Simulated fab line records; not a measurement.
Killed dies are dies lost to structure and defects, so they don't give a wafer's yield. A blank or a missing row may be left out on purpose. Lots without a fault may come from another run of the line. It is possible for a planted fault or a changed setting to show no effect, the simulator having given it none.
Which tool was responsible? || flow sky130 || 14 lots, 42 wafers sampled, at 3 steps of a route of 708

## WHAT THE GAUGES READ, wafer by wafer
SKY_METAL1_OVL_MEAS_16. Usual: for METAL1_OVL the level is 0 nm and the standard deviation is 6.
{"lot": "L972", "measured": "day 32 08:13", "on": "overlay-01", "METAL1_OVL (nm)": "9 15 3", "flag": ""}
{"lot": "L974", "measured": "day 33 02:52", "on": "overlay-02", "METAL1_OVL (nm)": "9 9 10", "flag": ""}
{"lot": "L975", "measured": "day 33 04:37", "on": "overlay-02", "METAL1_OVL (nm)": "11 4 1", "flag": ""}
{"lot": "L976", "measured": "day 33 17:32", "on": "overlay-01", "METAL1_OVL (nm)": "7 -1 0", "flag": ""}
{"lot": "L978", "measured": "day 35 03:28", "on": "overlay-02", "METAL1_OVL (nm)": "-3 0 1", "flag": ""}
{"lot": "L979", "measured": "day 35 05:40", "on": "overlay-02", "METAL1_OVL (nm)": "3 1 0", "flag": ""}
{"lot": "L977", "measured": "day 35 06:44", "on": "overlay-02", "METAL1_OVL (nm)": "5 14 4", "flag": ""}
{"lot": "L980", "measured": "day 35 10:31", "on": "overlay-01", "METAL1_OVL (nm)": "-6 4 3", "flag": ""}
{"lot": "L982", "measured": "day 35 23:37", "on": "overlay-02", "METAL1_OVL (nm)": "1 -2 3", "flag": ""}
{"lot": "L988", "measured": "day 38 01:28", "on": "overlay-02", "METAL1_OVL (nm)": "-3 -12 -15", "flag": ""}
{"lot": "L990", "measured": "day 38 06:22", "on": "overlay-01", "METAL1_OVL (nm)": "-2 1 -5", "flag": ""}
{"lot": "L993", "measured": "day 39 01:20", "on": "overlay-01", "METAL1_OVL (nm)": "-3 0 6", "flag": ""}
{"lot": "L994", "measured": "day 39 11:28", "on": "overlay-01", "METAL1_OVL (nm)": "7 9 6", "flag": ""}
{"lot": "L995", "measured": "day 39 20:55", "on": "overlay-01", "METAL1_OVL (nm)": "4 -1 0", "flag": ""}

## EACH LOT AND THE TOOL THAT RAN IT (in order: tool; ch and the chambers of the sampled wafers; start)
{"lot": "L972", "SKY_LOCAL_INTERCONNECT_METAL_ETCH_14": "rie_metal-01 ch 1, day 29 22:16", "SKY_CONTACT_STRIP_19": "plasma_asher-03 ch 0,1, day 31 03:48"}
{"lot": "L974", "SKY_LOCAL_INTERCONNECT_METAL_ETCH_14": "rie_metal-04 ch 0, day 30 16:15", "SKY_CONTACT_STRIP_19": "plasma_asher-04 ch 0,1, day 31 22:12"}
{"lot": "L975", "SKY_LOCAL_INTERCONNECT_METAL_ETCH_14": "rie_metal-04 ch 0,1, day 30 18:37", "SKY_CONTACT_STRIP_19": "plasma_asher-03 ch 0,1, day 32 00:03"}
{"lot": "L976", "SKY_LOCAL_INTERCONNECT_METAL_ETCH_14": "rie_metal-03 ch 1, day 31 07:56", "SKY_CONTACT_STRIP_19": "plasma_asher-03 ch 0,1, day 32 12:28"}
{"lot": "L978", "SKY_LOCAL_INTERCONNECT_METAL_ETCH_14": "rie_metal-03 ch 0,1, day 32 18:25", "SKY_CONTACT_STRIP_19": "plasma_asher-02 ch 0,1, day 33 22:27"}
{"lot": "L979", "SKY_LOCAL_INTERCONNECT_METAL_ETCH_14": "rie_metal-03 ch 0,1, day 32 20:44", "SKY_CONTACT_STRIP_19": "plasma_asher-03 ch 0,1, day 34 00:56"}
{"lot": "L977", "SKY_LOCAL_INTERCONNECT_METAL_ETCH_14": "rie_metal-01 ch 0,1, day 32 21:44", "SKY_CONTACT_STRIP_19": "plasma_asher-02 ch 0,1, day 34 01:54"}
{"lot": "L980", "SKY_LOCAL_INTERCONNECT_METAL_ETCH_14": "rie_metal-03 ch 0,1, day 33 00:55", "SKY_CONTACT_STRIP_19": "plasma_asher-03 ch 0,1, day 34 05:41"}
{"lot": "L982", "SKY_LOCAL_INTERCONNECT_METAL_ETCH_14": "rie_metal-01 ch 0,1, day 33 13:04", "SKY_CONTACT_STRIP_19": "plasma_asher-03 ch 0,1, day 34 18:26"}
{"lot": "L988", "SKY_LOCAL_INTERCONNECT_METAL_ETCH_14": "rie_metal-03 ch 0, day 35 16:40", "SKY_CONTACT_STRIP_19": "plasma_asher-02 ch 0, day 36 22:00"}
{"lot": "L990", "SKY_LOCAL_INTERCONNECT_METAL_ETCH_14": "rie_metal-01 ch 0,1, day 35 22:07", "SKY_CONTACT_STRIP_19": "plasma_asher-02 ch 0, day 37 02:38"}
{"lot": "L993", "SKY_LOCAL_INTERCONNECT_METAL_ETCH_14": "rie_metal-01 ch 0, day 36 18:07", "SKY_CONTACT_STRIP_19": "plasma_asher-04 ch 0,1, day 37 21:17"}
{"lot": "L994", "SKY_LOCAL_INTERCONNECT_METAL_ETCH_14": "rie_metal-04 ch 0,1, day 37 05:31", "SKY_CONTACT_STRIP_19": "plasma_asher-04 ch 0,1, day 38 09:20"}
{"lot": "L995", "SKY_LOCAL_INTERCONNECT_METAL_ETCH_14": "rie_metal-01 ch 0,1, day 37 14:55", "SKY_CONTACT_STRIP_19": "plasma_asher-04 ch 1, day 38 18:29"}
- SKY_LOCAL_INTERCONNECT_METAL_ETCH_14: etches TiN in Cl2/BCl3, stops on PSG, target depth 110 nm, time 31.4 s.
- SKY_CONTACT_STRIP_19: strips in O2/N2.

## AS READ BY THE TOOLS THEMSELVES (means over the sampled wafers that have a number; for cases with no such wafer, the mark the record gives instead)
SKY_LOCAL_INTERCONNECT_METAL_ETCH_14. Usual: chamber_pressure_mTorr 10.001 mTorr, standard deviation 0.0087; drypump_motor_current_A 5.6 A, standard deviation 0.58; oes_product_au 0.942 a.u., standard deviation 0.0067; throttle_valve_pct 21.901 %, standard deviation 0.0091.
{"lot": "L972", "tool": "rie_metal-01", "chamber_pressure_mTorr (mTorr)": 9.993, "drypump_motor_current_A (A)": 5.2, "oes_product_au (a.u.)": 0.948, "throttle_valve_pct (%)": 21.893, "flag": ""}
{"lot": "L974", "tool": "rie_metal-04", "chamber_pressure_mTorr (mTorr)": 10.003, "drypump_motor_current_A (A)": 6.0, "oes_product_au (a.u.)": 0.937, "throttle_valve_pct (%)": 21.896, "flag": ""}
{"lot": "L975", "tool": "rie_metal-04", "chamber_pressure_mTorr (mTorr)": 10.002, "drypump_motor_current_A (A)": 6.0, "oes_product_au (a.u.)": 0.945, "throttle_valve_pct (%)": 21.901, "flag": ""}
{"lot": "L976", "tool": "rie_metal-03", "chamber_pressure_mTorr (mTorr)": 10.003, "drypump_motor_current_A (A)": 4.7, "oes_product_au (a.u.)": 0.937, "throttle_valve_pct (%)": 21.895, "flag": ""}
{"lot": "L978", "tool": "rie_metal-03", "chamber_pressure_mTorr (mTorr)": 10.004, "drypump_motor_current_A (A)": 5.0, "oes_product_au (a.u.)": 0.942, "throttle_valve_pct (%)": 21.904, "flag": ""}
{"lot": "L979", "tool": "rie_metal-03", "chamber_pressure_mTorr (mTorr)": 9.999, "drypump_motor_current_A (A)": 5.3, "oes_product_au (a.u.)": 0.946, "throttle_valve_pct (%)": 21.890, "flag": ""}
{"lot": "L977", "tool": "rie_metal-01", "chamber_pressure_mTorr (mTorr)": 9.996, "drypump_motor_current_A (A)": 6.0, "oes_product_au (a.u.)": 0.948, "throttle_valve_pct (%)": 21.905, "flag": ""}
{"lot": "L980", "tool": "rie_metal-03", "chamber_pressure_mTorr (mTorr)": 10.003, "drypump_motor_current_A (A)": 5.3, "oes_product_au (a.u.)": 0.936, "throttle_valve_pct (%)": 21.907, "flag": ""}
{"lot": "L982", "tool": "rie_metal-01", "chamber_pressure_mTorr (mTorr)": 9.996, "drypump_motor_current_A (A)": 6.0, "oes_product_au (a.u.)": 0.950, "throttle_valve_pct (%)": 21.903, "flag": ""}
{"lot": "L988", "tool": "rie_metal-03", "chamber_pressure_mTorr (mTorr)": 10.004, "drypump_motor_current_A (A)": 5.6, "oes_product_au (a.u.)": 0.939, "throttle_valve_pct (%)": 21.911, "flag": ""}
{"lot": "L990", "tool": "rie_metal-01", "chamber_pressure_mTorr (mTorr)": 10.005, "drypump_motor_current_A (A)": 6.0, "oes_product_au (a.u.)": 0.944, "throttle_valve_pct (%)": 21.894, "flag": ""}
{"lot": "L993", "tool": "rie_metal-01", "chamber_pressure_mTorr (mTorr)": 9.999, "drypump_motor_current_A (A)": 6.4, "oes_product_au (a.u.)": 0.934, "throttle_valve_pct (%)": 21.902, "flag": ""}
{"lot": "L994", "tool": "rie_metal-04", "chamber_pressure_mTorr (mTorr)": 10.001, "drypump_motor_current_A (A)": 6.0, "oes_product_au (a.u.)": 0.945, "throttle_valve_pct (%)": 21.897, "flag": ""}
{"lot": "L995", "tool": "rie_metal-01", "chamber_pressure_mTorr (mTorr)": 9.997, "drypump_motor_current_A (A)": 6.0, "oes_product_au (a.u.)": 0.949, "throttle_valve_pct (%)": 21.895, "flag": ""}

SKY_CONTACT_STRIP_19. Usual: chamber_pressure_mTorr 1500 mTorr, standard deviation 4.6; drypump_motor_current_A 5.8 A, standard deviation 0.38; oes_product_au 0.381 a.u., standard deviation 0.0047; strip_time_to_endpoint_s 3.613 s, standard deviation 0.023.
{"lot": "L972", "tool": "plasma_asher-03", "chamber_pressure_mTorr (mTorr)": 1500, "drypump_motor_current_A (A)": 6.0, "oes_product_au (a.u.)": 0.383, "strip_time_to_endpoint_s (s)": 3.623, "flag": ""}
{"lot": "L974", "tool": "plasma_asher-04", "chamber_pressure_mTorr (mTorr)": 1501, "drypump_motor_current_A (A)": 5.6, "oes_product_au (a.u.)": 0.379, "strip_time_to_endpoint_s (s)": 3.581, "flag": ""}
{"lot": "L975", "tool": "plasma_asher-03", "chamber_pressure_mTorr (mTorr)": 1501, "drypump_motor_current_A (A)": 6.0, "oes_product_au (a.u.)": 0.382, "strip_time_to_endpoint_s (s)": 3.610, "flag": ""}
{"lot": "L976", "tool": "plasma_asher-03", "chamber_pressure_mTorr (mTorr)": 1499, "drypump_motor_current_A (A)": 6.0, "oes_product_au (a.u.)": 0.382, "strip_time_to_endpoint_s (s)": 3.635, "flag": ""}
{"lot": "L978", "tool": "plasma_asher-02", "chamber_pressure_mTorr (mTorr)": 1499, "drypump_motor_current_A (A)": 5.3, "oes_product_au (a.u.)": 0.385, "strip_time_to_endpoint_s (s)": 3.600, "flag": ""}
{"lot": "L979", "tool": "plasma_asher-03", "chamber_pressure_mTorr (mTorr)": 1499, "drypump_motor_current_A (A)": 6.0, "oes_product_au (a.u.)": 0.379, "strip_time_to_endpoint_s (s)": 3.622, "flag": ""}
{"lot": "L977", "tool": "plasma_asher-02", "chamber_pressure_mTorr (mTorr)": 1499, "drypump_motor_current_A (A)": 5.3, "oes_product_au (a.u.)": 0.377, "strip_time_to_endpoint_s (s)": 3.624, "flag": ""}
{"lot": "L980", "tool": "plasma_asher-03", "chamber_pressure_mTorr (mTorr)": 1500, "drypump_motor_current_A (A)": 6.0, "oes_product_au (a.u.)": 0.381, "strip_time_to_endpoint_s (s)": 3.586, "flag": ""}
{"lot": "L982", "tool": "plasma_asher-03", "chamber_pressure_mTorr (mTorr)": 1501, "drypump_motor_current_A (A)": 6.0, "oes_product_au (a.u.)": 0.381, "strip_time_to_endpoint_s (s)": 3.605, "flag": ""}
{"lot": "L988", "tool": "plasma_asher-02", "chamber_pressure_mTorr (mTorr)": 1501, "drypump_motor_current_A (A)": 5.2, "oes_product_au (a.u.)": 0.384, "strip_time_to_endpoint_s (s)": 3.596, "flag": ""}
{"lot": "L990", "tool": "plasma_asher-02", "chamber_pressure_mTorr (mTorr)": 1500, "drypump_motor_current_A (A)": 5.2, "oes_product_au (a.u.)": 0.385, "strip_time_to_endpoint_s (s)": 3.610, "flag": ""}
{"lot": "L993", "tool": "plasma_asher-04", "chamber_pressure_mTorr (mTorr)": 1501, "drypump_motor_current_A (A)": 5.9, "oes_product_au (a.u.)": 0.380, "strip_time_to_endpoint_s (s)": 3.595, "flag": ""}
{"lot": "L994", "tool": "plasma_asher-04", "chamber_pressure_mTorr (mTorr)": 1500, "drypump_motor_current_A (A)": 5.9, "oes_product_au (a.u.)": 0.377, "strip_time_to_endpoint_s (s)": 3.598, "flag": ""}
{"lot": "L995", "tool": "plasma_asher-04", "chamber_pressure_mTorr (mTorr)": 1501, "drypump_motor_current_A (A)": 5.2, "oes_product_au (a.u.)": 0.385, "strip_time_to_endpoint_s (s)": 3.642, "flag": ""}

## THE ANSWER, worked out from the rows above alone
Rule: take the mean of a lot's wafers that have a number; if it is more than 3 standard deviations from the usual mean, the lot is off. A lot without any number at a reading at which 4 lots or more have one is off too. Any other lot the step has rows for is counted as sound. After the gauges, taken in route order, come the tools' own readings; for these a lot's mean is taken, as printed above. At the first step where some lot is off, the reading lying furthest off is the one used; lots without a number count as furthest.
Nothing can be told from this: no lot is off at any reading shown.

## WHAT THE SIMULATOR PUT IN
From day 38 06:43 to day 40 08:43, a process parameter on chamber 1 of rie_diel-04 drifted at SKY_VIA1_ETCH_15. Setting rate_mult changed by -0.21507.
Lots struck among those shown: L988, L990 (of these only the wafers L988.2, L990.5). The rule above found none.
